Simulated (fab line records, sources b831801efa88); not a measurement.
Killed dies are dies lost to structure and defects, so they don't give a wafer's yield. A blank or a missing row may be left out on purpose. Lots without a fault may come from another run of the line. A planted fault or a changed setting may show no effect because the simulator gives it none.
fab line records | flow sky130
record lots=12 wafers=36 last_day=49
route steps=708 shown METAL4@631 VIA4@650 METAL5@662 PAD_OPEN@708
lots that met no fault: from a run of the same line without faults
start_h: hours from the record's first day to the start of the lot's first wafer shown | wait_h: hours since the lot's step before | " the same as in the row above | L1.1+2: a row that stands for several wafers | - no value, or no start given | * or withheld: withheld | < > ~ a bound
route shown NAME@n: a module of which the file shows steps, and the number in the route of the first | usual: mean/standard deviation of fault-free wafers | same: alike in all rows | chamber/n: place in a boat | sites: the reading at each site | _std_site: their standard deviation | _edge_site: outer sites' mean less inner sites' | radius_mm: how far each site lies from the wafer's centre | mask NAME#n: copy n | behind: the tool/chamber that last shaped the wafer | hold: why the lot was held/for how many hours/how that ended | device: the transistor (n, p or np) that didn't switch | end of line: the same wafers' tests at the end of the route | a step without rows: its recipe alone | killed: dies lost to structure and defects at the first sort, not the wafer's yield | map: a wafer's dies, x killed, . not, _ none there
set.NAME: the setting as run; set.NAME@STEP: as run at that earlier step | model.NAME: the simulator's own value behind a step, which no gauge read
steps of the route over a sample of lots; a table a step, a row a wafer
services: from which hour (start_h, from the record's first day; less than 0 if before it) a tool's chamber was out of use, for how many hours, and why
## steps
# step SKY_METAL4_DESCUM_15
# recipe chemistry=O2 source_power_w=150 bias_power_w=0 pressure_mtorr=10 temp_c=40 time_s=8
# usual drypump_motor_current_A=5.8/0.53 he_backside_leak_sccm=3.45/0.24 oes_product_au=0.996/0.013
# columns lot.wafer tool chamber start_h wait_h drypump_motor_current_A he_backside_leak_sccm oes_product_au rf_hours_counter_h
L370.2 rie_metal-02 0 986.12 0.0 6.7 3.23 0.993 18
L370.3 " 1 " " 5.7 3.58 0.996 -
L370.6 " 0 " " 6.8 3.24 0.999 -
L371.1 rie_metal-03 1 1000.33 0.0 5.1 3.56 1.006 6
L371.2 " 0 " " 5.6 3.51 0.988 14
L371.6 " 1 " " 5.1 3.62 1.005 -
L373.2 rie_metal-01 1 1006.72 0.0 5.9 3.29 0.999 11
L373.4 " 0 " " 5.7 3.41 0.997 -
L373.5 " 1 " " 5.9 3.33 1.002 -
L376.2 rie_metal-02 1 1025.78 0.0 5.8 3.80 0.996 14
L376.4 " 0 " " 6.7 5.35 0.993 -
L376.5 " 0 " " 6.7 3.30 1.009 -
L375.3 rie_metal-02 0 1029.49 0.0 6.7 3.51 1.003 -
L375.4 " 1 " " 5.8 3.57 0.986 -
L375.5 " 1 " " 5.7 3.41 0.978 -
L377.3 rie_metal-01 0 1034.68 0.0 5.7 3.32 0.990 -
L377.4 " 1 " " 5.9 3.23 0.988 -
L377.6 " 0 " " 5.7 3.26 0.994 -
L378.1 rie_metal-03 0 1042.88 0.0 5.6 3.49 0.985 17
L378.2 " 1 " " 5.1 3.62 1.031 9
L378.6 " 1 " " 5.1 3.58 1.031 -
L379.1 rie_metal-01 0 1048.67 0.0 5.7 3.42 0.999 15
L379.4 " 1 " " 5.9 3.30 0.996 -
L379.6 " 1 " " 5.9 3.22 0.999 -
L380.4 rie_metal-03 1 1049.98 0.0 5.1 3.63 1.011 -
L380.5 " 1 " " 5.1 3.64 1.009 -
L380.6 " 0 " " 5.6 3.41 0.984 -
L384.1 rie_metal-03 1 1079.83 0.0 5.1 3.51 1.012 12
L384.4 " 1 " " 5.1 3.62 1.018 -
L384.6 " 0 " " 5.6 3.51 0.984 -
L388.1 rie_metal-03 0 1099.82 0.0 5.6 3.43 0.987 21
L388.4 " 1 " " 5.1 3.64 1.010 -
L388.5 " 0 " " 5.6 3.52 0.985 -
L390.3 rie_metal-02 1 1105.04 0.0 5.8 3.49 0.990 -
L390.4 " 0 " " 6.7 3.09 1.000 -
L390.5 " 0 " " 6.7 3.25 0.994 -
# step SKY_VIA4_OVL_MEAS_11
# usual VIA4_OVL=-0.1/1.6
# columns lot.wafer tool chamber start_h wait_h VIA4_OVL[nm]
L370.2 overlay-01 - 1011.05 0.1 0.2
L370.3 " - " " 0.8
L370.6 " - " " 0.8
L371.1 overlay-01 - 1025.66 0.1 3.1
L371.2 " - " " 1.3
L371.6 " - " " -0.7
L373.2 overlay-02 - 1031.00 0.1 -0.6
L373.4 " - " " 0.2
L373.5 " - " " -0.1
L376.2 overlay-01 - 1050.47 0.1 -1.5
L376.4 " - " " -1.4
L376.5 " - " " -2.7
L375.3 overlay-01 - 1053.60 0.1 3.2
L375.4 " - " " 2.8
L375.5 " - " " 3.0
L377.3 overlay-01 - 1059.18 0.1 1.1
L377.4 " - " " 1.6
L377.6 " - " " 0.7
L378.1 overlay-01 - 1065.87 0.1 0.7
L378.2 " - " " 2.1
L378.6 " - " " 0.5
L379.1 overlay-01 - 1071.94 0.1 0.1
L379.4 " - " " 0.2
L379.6 " - " " -0.1
L380.4 overlay-02 - 1073.33 0.1 -0.8
L380.5 " - " " 0.8
L380.6 " - " " -1.5
L384.1 overlay-01 - 1102.77 0.1 1.9
L384.4 " - " " 1.3
L384.6 " - " " 0.8
L388.1 overlay-02 - 1120.82 0.1 -1.2
L388.4 " - " " -2.0
L388.5 " - " " -1.8
L390.3 overlay-02 - 1126.13 0.1 -0.9
L390.4 " - " " -1.9
L390.5 " - " " -2.3
# step SKY_METAL5_SPUTTER_01
# recipe material=TiN target_thk_nm=20 power_w=6500 time_s=16.7 chamber_pressure_pa=0.4
# usual chamber_pressure_pa=0.4000/0.00075 throttle_valve_pct=30.3/1
# columns lot.wafer tool chamber start_h wait_h chamber_pressure_pa throttle_valve_pct
L370.2 pvd_sputter-03 - 1012.46 0.0 0.3997 29.8
L370.3 " - " " 0.4010 31.4
L370.6 " - " " 0.4004 30.8
L371.1 pvd_sputter-01 - 1027.08 0.0 0.3986 29.1
L371.2 " - " " 0.4006 30.1
L371.6 " - " " 0.3981 28.9
L373.2 pvd_sputter-03 - 1032.41 0.0 0.3998 30.0
L373.4 " - " " 0.3997 28.2
L373.5 " - " " 0.4000 31.7
L376.2 pvd_sputter-01 - 1052.39 0.0 0.4002 29.8
L376.4 " - " " 0.3993 30.0
L376.5 " - " " 0.3999 30.4
L375.3 pvd_sputter-03 - 1055.01 0.0 0.3994 30.9
L375.4 " - " " 0.4010 31.3
L375.5 " - " " 0.3997 28.3
L377.3 pvd_sputter-03 - 1060.61 0.0 0.4004 30.2
L377.4 " - " " 0.4006 31.2
L377.6 " - " " 0.4012 31.4
L378.1 pvd_sputter-01 - 1067.28 0.0 0.4003 30.0
L378.2 " - " " 0.3997 29.7
L378.6 " - " " 0.4004 30.2
L379.1 pvd_sputter-01 - 1073.42 0.0 0.4017 30.5
L379.4 " - " " 0.3992 29.2
L379.6 " - " " 0.4014 30.0
L380.4 pvd_sputter-01 - 1074.73 0.0 0.4002 30.3
L380.5 " - " " 0.4006 30.1
L380.6 " - " " 0.3994 28.9
L384.1 pvd_sputter-04 - 1104.23 0.0 0.4008 30.2
L384.4 " - " " 0.3995 31.1
L384.6 " - " " 0.4002 30.4
L388.1 pvd_sputter-04 - 1122.33 0.0 0.4010 30.6
L388.4 " - " " 0.4000 32.2
L388.5 " - " " 0.4005 30.2
L390.3 pvd_sputter-04 - 1127.63 0.0 0.3997 31.3
L390.4 " - " " 0.3995 32.3
L390.5 " - " " 0.3996 32.4
# step SKY_METAL5_SPUTTER_03
# recipe material=Ti target_thk_nm=5 power_w=3000 time_s=3.3 chamber_pressure_pa=0.4
# usual chamber_pressure_pa=0.3999/0.00078 throttle_valve_pct=30.3/0.99
# columns lot.wafer tool chamber start_h wait_h chamber_pressure_pa throttle_valve_pct
L370.2 pvd_sputter-03 - 1012.54 0.0 0.4009 29.7
L370.3 " - " " 0.4012 31.1
L370.6 " - " " 0.4002 31.0
L371.1 pvd_sputter-01 - 1027.15 0.0 0.4006 28.9
L371.2 " - " " 0.4006 29.9
L371.6 " - " " 0.4010 29.3
L373.2 pvd_sputter-03 - 1032.48 0.0 0.4014 30.1
L373.4 " - " " 0.3994 28.6
L373.5 " - " " 0.3991 31.4
L376.2 pvd_sputter-01 - 1052.47 0.0 0.4002 29.7
L376.4 " - " " 0.4008 30.0
L376.5 " - " " 0.3992 30.0
L375.3 pvd_sputter-03 - 1055.08 0.0 0.3997 30.9
L375.4 " - " " 0.3993 31.3
L375.5 " - " " 0.4001 28.6
L377.3 pvd_sputter-03 - 1060.69 0.0 0.3998 29.9
L377.4 " - " " 0.4003 31.3
L377.6 " - " " 0.4004 31.5
L378.1 pvd_sputter-01 - 1067.36 0.0 0.4005 30.0
L378.2 " - " " 0.3994 29.8
L378.6 " - " " 0.4009 30.1
L379.1 pvd_sputter-01 - 1073.50 0.0 0.2953 35.4
L379.4 " - " " 0.3993 29.2
L379.6 " - " " 0.3997 29.8
L380.4 pvd_sputter-01 - 1074.80 0.0 0.2956 35.2
L380.5 " - " " 0.3983 29.7
L380.6 " - " " 0.3993 29.0
L384.1 pvd_sputter-04 - 1104.30 0.0 0.4002 30.6
L384.4 " - " " 0.4009 31.5
L384.6 " - " " 0.4006 30.5
L388.1 pvd_sputter-04 - 1122.40 0.0 0.3999 30.4
L388.4 " - " " 0.4004 31.9
L388.5 " - " " 0.4013 30.2
L390.3 pvd_sputter-04 - 1127.70 0.0 0.3991 31.1
L390.4 " - " " 0.3993 32.3
L390.5 " - " " 0.3992 32.0
# step SKY_PAD_OPEN_PROBE_99
# usual defect_limited_yield=82.5/2 killed_at_M0_to_M3=43/7.6 killed_at_M4_up=2.8/1.9 killed_at_contacts=24/4.7 killed_at_front_end=16/4.4 killed_at_other=0.2/0.4 killed_dies=86/9.9 killed_open=47/8.2 killed_short=39/6.3 sort_bin_3_pad_short=0.8/0.42 sort_bin_5_function=10.4/1.5 sort_bin_6_memory=6.2/1.2 sort_n_pass=406/9.9 sort_yield_pct=82.5/2
# same gross_dies=492 killed_at_back_side=0 sort_bin_4_leakage[%]=0 sort_bin_8_speed[%]=0
# columns lot.wafer tool chamber start_h wait_h defect_limited_yield[%] killed_at_M0_to_M3 killed_at_M4_up killed_at_contacts killed_at_front_end killed_at_other killed_dies killed_open killed_short sort_bin_3_pad_short[%] sort_bin_5_function[%] sort_bin_6_memory[%] sort_n_pass sort_yield_pct[%]
L370.2 prober-01 - 1083.83 0.1 86.0 35 1 24 9 0 69 44 25 0.4 8.5 5.1 423 86.0
L370.3 prober-01 - 1083.88 0.2 82.1 49 1 26 12 0 88 56 32 0.4 10.4 7.1 404 82.1
L370.6 prober-01 - 1084.03 0.2 84.8 39 1 21 14 0 75 43 32 0.8 9.6 4.9 417 84.8
L371.1 prober-02 - 1096.64 0.1 80.1 52 3 26 16 1 98 61 37 0.6 11.2 8.1 394 80.1
L371.2 prober-02 - 1096.69 0.1 82.1 49 4 23 12 0 88 41 47 0.8 10.6 6.5 404 82.1
L371.6 prober-02 - 1096.89 0.2 79.7 59 0 23 18 0 100 56 44 1.2 11.2 7.9 392 79.7
L373.2 prober-01 - 1100.00 0.1 83.1 45 3 24 11 0 83 44 39 1.8 11.2 3.9 409 83.1
L373.4 prober-01 - 1100.10 0.2 82.1 37 4 30 17 0 88 42 46 1.8 9.8 6.3 404 82.1
L373.5 prober-01 - 1100.15 0.2 85.0 34 1 27 12 0 74 36 38 0.8 10.0 4.3 418 85.0
L376.2 prober-01 - 1118.40 0.1 76.8 53 4 27 30 0 114 68 46 0.8 12.6 9.8 378 76.8
L376.4 prober-01 - 1118.50 0.2 81.7 39 7 22 21 1 90 46 44 1.2 11.4 5.7 402 81.7
L376.5 prober-01 - 1118.55 0.2 80.3 42 1 22 32 0 97 56 41 0 12.6 7.1 395 80.3
L375.3 prober-02 - 1121.25 0.2 85.2 37 6 17 13 0 73 36 37 0.4 7.9 6.5 419 85.2
L375.4 prober-02 - 1121.30 0.2 84.6 35 6 22 13 0 76 46 30 0.4 10.6 4.5 416 84.6
L375.5 prober-02 - 1121.35 0.2 83.7 44 3 19 13 1 80 39 41 0.6 9.3 6.3 412 83.7
L377.3 prober-01 - 1125.33 0.2 80.5 50 4 25 17 0 96 61 35 0.8 10.6 8.1 396 80.5
L377.4 prober-01 - 1125.38 0.2 85.4 38 1 20 12 1 72 42 30 1.0 6.3 7.3 420 85.4
L377.6 prober-01 - 1125.48 0.2 79.9 46 3 30 20 0 99 58 41 1.6 10.8 7.7 393 79.9
L378.1 prober-02 - 1132.06 0.1 80.9 47 6 23 18 0 94 61 33 1.2 11.0 6.9 398 80.9
L378.2 prober-02 - 1132.11 0.1 81.9 54 2 19 14 0 89 46 43 0.4 13.0 4.7 403 81.9
L378.6 prober-02 - 1132.31 0.2 82.5 40 4 22 20 0 86 48 38 0.6 10.8 6.1 406 82.5
L379.1 prober-01 - 1137.18 0.1 80.1 46 4 35 13 0 98 58 40 0.6 12.6 6.7 394 80.1
L379.4 prober-01 - 1137.33 0.2 83.9 38 4 20 16 1 79 29 50 1.0 9.6 5.5 413 83.9
L379.6 prober-01 - 1137.43 0.2 83.3 35 5 21 20 1 82 47 35 0.6 10.6 5.5 410 83.3
L380.4 prober-02 - 1138.68 0.2 86.2 41 3 15 9 0 68 33 35 0.2 8.7 4.9 424 86.2
L380.5 prober-02 - 1138.73 0.2 84.3 42 5 19 11 0 77 42 35 0.8 7.3 7.5 415 84.3
L380.6 prober-02 - 1138.78 0.2 82.1 47 1 25 15 0 88 58 30 0 11.0 6.9 404 82.1
L384.1 prober-02 - 1164.16 0.1 84.8 41 2 22 10 0 75 37 38 0.6 9.1 5.5 417 84.8
L384.4 prober-02 - 1164.31 0.2 85.8 38 1 20 11 0 70 34 36 0.8 6.7 6.7 422 85.8
L384.6 prober-02 - 1164.41 0.2 80.3 49 8 20 20 0 97 56 41 0.8 12.2 6.7 395 80.3
L388.1 prober-02 - 1179.30 0.1 82.1 47 0 19 22 0 88 55 33 0.4 10.8 6.7 404 82.1
L388.4 prober-02 - 1179.45 0.2 81.1 49 0 29 15 0 93 55 38 0.4 10.6 7.9 399 81.1
L388.5 prober-02 - 1179.50 0.2 84.6 29 3 26 18 0 76 40 36 1.0 8.1 6.3 416 84.6
L390.3 prober-02 - 1183.09 0.2 83.9 48 5 17 9 0 79 47 32 0.4 9.8 5.9 413 83.9
L390.4 prober-02 - 1183.14 0.2 82.9 42 2 27 12 1 84 41 43 2.0 10.2 4.9 408 82.9
L390.5 prober-02 - 1183.19 0.2 79.3 53 3 36 10 0 102 56 46 0.4 12.4 7.9 390 79.3
# killed by level:class
L370.2 CONTACT:geometric_particle:open=12 VIA1:geometric_particle:open=10 VIA2:geometric_particle:open=6 POLY_GATE:geometric_particle:open=5 METAL1:geometric_particle:short=5 CONTACT:geometric_particle:short=5 METAL3:geometric_particle:short=3 LI_CONTACT:geometric_particle:short=3
L370.3 LI_CONTACT:geometric_particle:open=12 VIA1:geometric_particle:open=12 VIA3:geometric_particle:open=12 VIA1:geometric_particle:short=6 VIA2:geometric_particle:open=6 CONTACT:geometric_particle:short=5 FIELD_ISO:geometric_particle:open=3 FIELD_ISO:geometric_particle:short=3
L370.6 CONTACT:geometric_particle:open=10 VIA1:geometric_particle:open=9 LI_CONTACT:geometric_particle:open=6 VIA2:geometric_particle:open=6 METAL2:geometric_particle:short=5 FIELD_ISO:geometric_particle:open=4 VIA3:geometric_particle:open=4 METAL1:geometric_particle:short=4
L371.1 LI_CONTACT:geometric_particle:open=11 VIA3:geometric_particle:open=10 VIA1:geometric_particle:open=9 CONTACT:geometric_particle:open=7 VIA2:geometric_particle:open=7 VIA3:geometric_particle:short=6 SPACER:geometric_particle:open=5 CONTACT:geometric_particle:short=5
L371.2 VIA1:geometric_particle:open=12 VIA3:geometric_particle:open=7 VIA2:geometric_particle:short=7 CONTACT:geometric_particle:open=6 LI_CONTACT:geometric_particle:open=6 VIA1:geometric_particle:short=6 LI_CONTACT:geometric_particle:short=5 VIA2:geometric_particle:open=5
L371.6 VIA1:geometric_particle:open=11 VIA3:geometric_particle:open=11 CONTACT:geometric_particle:open=9 VIA2:geometric_particle:open=8 VIA1:geometric_particle:short=7 CONTACT:geometric_particle:short=6 METAL1:geometric_particle:short=6 POLY_GATE:geometric_particle:open=5
L373.2 METAL2:geometric_particle:short=10 LI_CONTACT:geometric_particle:open=9 CONTACT:geometric_particle:open=8 VIA1:geometric_particle:open=8 METAL1:geometric_particle:short=7 VIA2:geometric_particle:short=6 POLY_GATE:geometric_particle:open=5 METAL1:geometric_particle:open=4
L373.4 CONTACT:geometric_particle:open=9 LI_CONTACT:geometric_particle:open=8 LOCAL_INTERCONNECT:geometric_particle:short=7 CONTACT:geometric_particle:short=6 VIA1:geometric_particle:open=6 METAL2:geometric_particle:short=6 FIELD_ISO:geometric_particle:short=5 METAL1:geometric_particle:short=5
L373.5 CONTACT:geometric_particle:open=7 LOCAL_INTERCONNECT:geometric_particle:short=6 LI_CONTACT:geometric_particle:open=6 VIA2:geometric_particle:open=5 POLY_GATE:geometric_particle:open=4 CONTACT:geometric_particle:short=4 METAL1:geometric_particle:short=4 VIA1:geometric_particle:short=4
L376.2 CONTACT:geometric_particle:open=16 VIA1:geometric_particle:open=11 POLY_GATE:geometric_particle:open=9 METAL2:geometric_particle:short=9 POLY_GATE:geometric_particle:short=8 VIA3:geometric_particle:open=7 FIELD_ISO:geometric_particle:short=6 VIA1:geometric_particle:short=6
L376.4 VIA1:geometric_particle:open=9 POLY_GATE:geometric_particle:short=7 CONTACT:geometric_particle:open=6 VIA3:geometric_particle:open=6 LOCAL_INTERCONNECT:geometric_particle:short=5 VIA1:geometric_particle:short=5 VIA2:geometric_particle:open=5 POLY_GATE:geometric_particle:open=4
L376.5 POLY_GATE:geometric_particle:open=11 POLY_GATE:geometric_particle:short=8 CONTACT:geometric_particle:open=8 METAL1:geometric_particle:short=8 LI_CONTACT:geometric_particle:open=7 VIA2:geometric_particle:open=7 FIELD_ISO:geometric_particle:open=6 VIA1:geometric_particle:open=6
L375.3 LI_CONTACT:geometric_particle:open=7 CONTACT:geometric_particle:open=7 VIA1:geometric_particle:open=6 METAL4:geometric_particle:short=6 METAL2:geometric_particle:short=5 VIA3:geometric_particle:open=5 FIELD_ISO:geometric_particle:short=4 METAL1:geometric_particle:short=4
L375.4 CONTACT:geometric_particle:open=7 VIA1:geometric_particle:open=7 LI_CONTACT:geometric_particle:open=6 FIELD_ISO:geometric_particle:open=5 VIA2:geometric_particle:open=5 POLY_GATE:geometric_particle:open=4 VIA3:geometric_particle:open=4 CONTACT:geometric_particle:short=4
L375.5 METAL2:geometric_particle:short=9 VIA1:geometric_particle:open=8 LI_CONTACT:geometric_particle:open=6 VIA3:geometric_particle:open=6 METAL1:geometric_particle:short=6 CONTACT:geometric_particle:open=5 VIA1:geometric_particle:short=5 FIELD_ISO:geometric_particle:short=4
L377.3 VIA1:geometric_particle:open=16 CONTACT:geometric_particle:open=9 VIA3:geometric_particle:open=8 LI_CONTACT:geometric_particle:open=7 VIA2:geometric_particle:open=7 METAL2:geometric_particle:short=6 FIELD_ISO:geometric_particle:open=5 LOCAL_INTERCONNECT:geometric_particle:short=4
L377.4 VIA3:geometric_particle:open=9 LI_CONTACT:geometric_particle:open=6 CONTACT:geometric_particle:open=6 VIA2:geometric_particle:open=6 FIELD_ISO:geometric_particle:short=5 VIA1:geometric_particle:open=5 CONTACT:geometric_particle:short=4 METAL1:geometric_particle:short=4
L377.6 CONTACT:geometric_particle:open=15 VIA3:geometric_particle:open=11 VIA1:geometric_particle:open=9 POLY_GATE:geometric_particle:open=7 METAL2:geometric_particle:short=7 VIA2:geometric_particle:open=7 VIA3:geometric_particle:short=6 LI_CONTACT:geometric_particle:short=5
L378.1 VIA1:geometric_particle:open=12 VIA2:geometric_particle:open=9 LI_CONTACT:geometric_particle:open=7 CONTACT:geometric_particle:open=7 VIA3:geometric_particle:open=7 METAL1:geometric_particle:short=5 FIELD_ISO:geometric_particle:open=4 FIELD_ISO:geometric_particle:short=4
L378.2 VIA1:geometric_particle:short=11 VIA2:geometric_particle:open=10 METAL1:geometric_particle:short=9 VIA1:geometric_particle:open=9 POLY_GATE:geometric_particle:open=6 VIA3:geometric_particle:open=6 LI_CONTACT:geometric_particle:open=5 CONTACT:geometric_particle:short=5
L378.6 VIA1:geometric_particle:open=10 VIA3:geometric_particle:open=9 POLY_GATE:geometric_particle:short=7 CONTACT:geometric_particle:open=7 CONTACT:geometric_particle:short=7 VIA2:geometric_particle:open=7 FIELD_ISO:geometric_particle:open=5 LI_CONTACT:geometric_particle:open=5
L379.1 VIA1:geometric_particle:open=17 LI_CONTACT:geometric_particle:open=10 CONTACT:geometric_particle:open=10 CONTACT:geometric_particle:short=6 VIA2:geometric_particle:open=6 VIA3:geometric_particle:open=6 METAL2:geometric_particle:short=5 LI_CONTACT:geometric_particle:short=4
L379.4 METAL1:geometric_particle:short=12 LI_CONTACT:geometric_particle:open=6 CONTACT:geometric_particle:short=6 VIA1:geometric_particle:open=5 METAL2:geometric_particle:short=5 FIELD_ISO:geometric_particle:open=4 FIELD_ISO:geometric_particle:short=4 VIA3:geometric_particle:open=4
L379.6 CONTACT:geometric_particle:open=9 METAL1:geometric_particle:short=9 VIA1:geometric_particle:open=8 POLY_GATE:geometric_particle:open=7 VIA3:geometric_particle:open=6 FIELD_ISO:geometric_particle:short=5 LOCAL_INTERCONNECT:geometric_particle:short=5 FIELD_ISO:geometric_particle:open=4
L380.4 VIA1:geometric_particle:open=9 VIA1:geometric_particle:short=6 VIA3:geometric_particle:open=6 LI_CONTACT:geometric_particle:open=5 METAL2:geometric_particle:short=5 FIELD_ISO:geometric_particle:short=4 METAL1:geometric_particle:short=4 VIA2:geometric_particle:short=4
L380.5 VIA1:geometric_particle:open=9 VIA3:geometric_particle:open=9 CONTACT:geometric_particle:open=7 LI_CONTACT:geometric_particle:open=6 METAL2:geometric_particle:short=5 METAL4:geometric_particle:short=5 POLY_GATE:geometric_particle:open=4 METAL1:geometric_particle:short=4
L380.6 VIA2:geometric_particle:open=12 LI_CONTACT:geometric_particle:open=11 CONTACT:geometric_particle:open=10 VIA3:geometric_particle:open=9 VIA1:geometric_particle:open=8 METAL1:geometric_particle:short=7 FIELD_ISO:geometric_particle:open=4 METAL3:geometric_particle:short=4
L384.1 VIA1:geometric_particle:open=10 CONTACT:geometric_particle:open=9 VIA2:geometric_particle:open=8 VIA2:geometric_particle:short=6 LOCAL_INTERCONNECT:geometric_particle:short=5 VIA3:geometric_particle:short=5 LI_CONTACT:geometric_particle:open=4 CONTACT:geometric_particle:short=4
L384.4 VIA1:geometric_particle:open=9 VIA3:geometric_particle:open=6 CONTACT:geometric_particle:short=6 METAL1:geometric_particle:short=6 CONTACT:geometric_particle:open=5 VIA1:geometric_particle:short=5 LI_CONTACT:geometric_particle:short=4 LI_CONTACT:geometric_particle:open=4
L384.6 VIA1:geometric_particle:open=16 VIA3:geometric_particle:open=10 CONTACT:geometric_particle:open=8 CONTACT:geometric_particle:short=7 METAL4:geometric_particle:short=7 FIELD_ISO:geometric_particle:short=6 VIA2:geometric_particle:open=6 FIELD_ISO:geometric_particle:open=5
L388.1 VIA1:geometric_particle:open=15 CONTACT:geometric_particle:open=8 FIELD_ISO:geometric_particle:short=6 POLY_GATE:geometric_particle:open=6 VIA2:geometric_particle:open=6 VIA3:geometric_particle:open=6 LI_CONTACT:geometric_particle:open=5 FIELD_ISO:geometric_particle:open=4
L388.4 CONTACT:geometric_particle:open=16 VIA2:geometric_particle:open=13 VIA1:geometric_particle:open=11 POLY_GATE:geometric_particle:short=7 METAL2:geometric_particle:short=6 CONTACT:geometric_particle:short=5 METAL1:geometric_particle:short=5 VIA3:geometric_particle:open=5
L388.5 CONTACT:geometric_particle:open=8 LI_CONTACT:geometric_particle:open=7 CONTACT:geometric_particle:short=7 METAL2:geometric_particle:short=6 FIELD_ISO:geometric_particle:open=5 VIA1:geometric_particle:open=5 VIA2:geometric_particle:open=5 POLY_GATE:geometric_particle:open=4
L390.3 VIA1:geometric_particle:open=13 VIA3:geometric_particle:open=9 LI_CONTACT:geometric_particle:open=8 METAL2:geometric_particle:short=6 CONTACT:geometric_particle:open=5 METAL3:geometric_particle:short=5 VIA2:geometric_particle:short=4 METAL4:geometric_particle:short=4
L390.4 VIA1:geometric_particle:open=9 VIA3:geometric_particle:open=8 LOCAL_INTERCONNECT:geometric_particle:short=7 CONTACT:geometric_particle:open=7 METAL1:geometric_particle:short=6 CONTACT:geometric_particle:short=5 FIELD_ISO:geometric_particle:short=4 LI_CONTACT:geometric_particle:open=4
L390.5 VIA1:geometric_particle:open=14 CONTACT:geometric_particle:open=14 VIA3:geometric_particle:open=9 LI_CONTACT:geometric_particle:short=6 LI_CONTACT:geometric_particle:open=6 VIA1:geometric_particle:short=6 CONTACT:geometric_particle:short=5 METAL1:geometric_particle:short=5
## services
# columns tool chamber start_h hours kind
pvd_sputter-01 - 988.23 4.8 repair
pvd_sputter-01 - 1020.37 0.7 repair
pvd_sputter-03 - 1043.48 3.4 repair
pvd_sputter-04 - 1045.50 29.4 repair
rie_metal-01 - 1074.63 14.6 pm
pvd_sputter-01 - 1112.09 0.7 repair
## key
first_sign step=SKY_METAL5_SPUTTER_03 reading=chamber_pressure_pa direction=down sigmas=99+ usual=0.3999 struck=0.2955
effect step=SKY_METAL5_SPUTTER_03 reading=throttle_valve_pct direction=up sigmas=5.1 usual=30.3 struck=35.3
met_at SKY_METAL5_SPUTTER_03
struck_lots L379,L380
struck_wafers L379.1,L380.4
not_acting_at SKY_METAL4_DESCUM_15,SKY_VIA4_OVL_MEAS_11,SKY_METAL5_SPUTTER_01
onset_between 1067.36 1073.50
fault kind=process_parameter_drift tool=pvd_sputter-01 chamber=- onset_h=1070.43 steps=SKY_METAL5_SPUTTER_03 channel=chamber_pressure_pa offset=-0.10413 shape=step end_h=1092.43 acts_in=these_recipes_only stated=0.4 scope=struck_wafers_only
